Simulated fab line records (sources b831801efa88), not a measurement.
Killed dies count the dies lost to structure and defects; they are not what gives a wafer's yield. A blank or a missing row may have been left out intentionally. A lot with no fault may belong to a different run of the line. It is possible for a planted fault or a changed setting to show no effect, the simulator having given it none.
Which tool is to blame? | flow gf180mcu | 11 lots, 33 wafers sampled, at 3 steps of a route of 602

WHAT THE GAUGES READ, wafer by wafer
GF_V3_THK_MEAS_03.
lot  | measured     | on            | V3_CVD_02_THK (nm)
L433 | day 22 23:37 | film-metro-04 | 830 862 848
L435 | day 23 23:16 | film-metro-01 | 836 836 864
L439 | day 25 01:17 | film-metro-01 | 842 863 848
L440 | day 25 04:38 | film-metro-03 | 848 862 866
L445 | day 26 19:58 | film-metro-04 | 770 843 785 771 843 785
L446 | day 27 09:34 | film-metro-01 | 840 838 779 840 838 779
L447 | day 27 15:36 | film-metro-04 | 767 822 767 766 822 767
L448 | day 27 16:05 | film-metro-03 | 843 849 837
L449 | day 28 09:50 | film-metro-03 | 860 850 849
L450 | day 28 11:28 | film-metro-01 | 862 862 860
L451 | day 28 14:32 | film-metro-01 | 853 859 850

WHAT TOOL EACH LOT RAN ON (gives the tool, then ch and the chambers of the sampled wafers, and finally the start)
lot  | GF_M3_SPUTTER_03             | GF_V3_CVD_02
L433 | pvd-sputter-03, day 21 22:50 | pecvd-01 ch 0,1,2, day 22 23:32
L435 | pvd-sputter-02, day 22 23:39 | pecvd-01 ch 0,1,2, day 23 23:12
L439 | pvd-sputter-01, day 24 01:55 | pecvd-02 ch 0,1,2, day 25 01:13
L440 | pvd-sputter-03, day 24 05:23 | pecvd-03 ch 0,2, day 25 04:32
L445 | pvd-sputter-02, day 25 22:11 | pecvd-01 ch 0,2, day 26 19:54
L446 | pvd-sputter-01, day 26 11:37 | pecvd-01 ch 0,1,2, day 27 09:29
L447 | pvd-sputter-01, day 26 17:44 | pecvd-01 ch 0,2, day 27 15:32
L448 | pvd-sputter-02, day 26 17:49 | pecvd-03 ch 0,2, day 27 16:01
L449 | pvd-sputter-02, day 27 12:52 | pecvd-02 ch 0,1,2, day 28 09:47
L450 | pvd-sputter-01, day 27 14:28 | pecvd-03 ch 0,1, day 28 11:23
L451 | pvd-sputter-02, day 27 16:55 | pecvd-03 ch 0,1,2, day 28 14:28
- GF_M3_SPUTTER_03: material Ti, target thk 10 nm, time 6.7 s.
- GF_V3_CVD_02: deposits SiO2 from TEOS, target thk 850 nm, time 94.851 s.

THE ANSWER, worked out from the rows above alone
Rule: the usual values come from the lots themselves. The widest of any qualifying gaps counts: lots, ordered by their means at a reading, are off when they make up no more than a third of the lots, leave a main group of 4 or more, and stand apart from it by 3 or more times the standard deviation of that group's means. A main group whose means are all the same, to the digits that the tables above print for the reading, isn't used. A lot without any number at a reading at which 4 lots or more have one is off too. Where the step has rows for the other lots, those lots are counted as sound.
Off: at GF_V3_THK_MEAS_03 (V3_CVD_02_THK), L445, L446, L447. Main group: mean 852 nm, sd 6.
If a tool, at a process step before that reading, ran all the lots that are off and no sound lot after the first of them, it fits. Gauges at GF_V3_THK_MEAS_03: tried the same way as those tools. One fits: pecvd-01 at GF_V3_CVD_02. Its last sound lot is L435 (day 23 23:12), its first lot that is off L445 (day 26 19:54): a fault that began between those two fits.

WHAT THE SIMULATOR HAD PUT IN
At GF_V3_CVD_02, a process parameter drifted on pecvd-01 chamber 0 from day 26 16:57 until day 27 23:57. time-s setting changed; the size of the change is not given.
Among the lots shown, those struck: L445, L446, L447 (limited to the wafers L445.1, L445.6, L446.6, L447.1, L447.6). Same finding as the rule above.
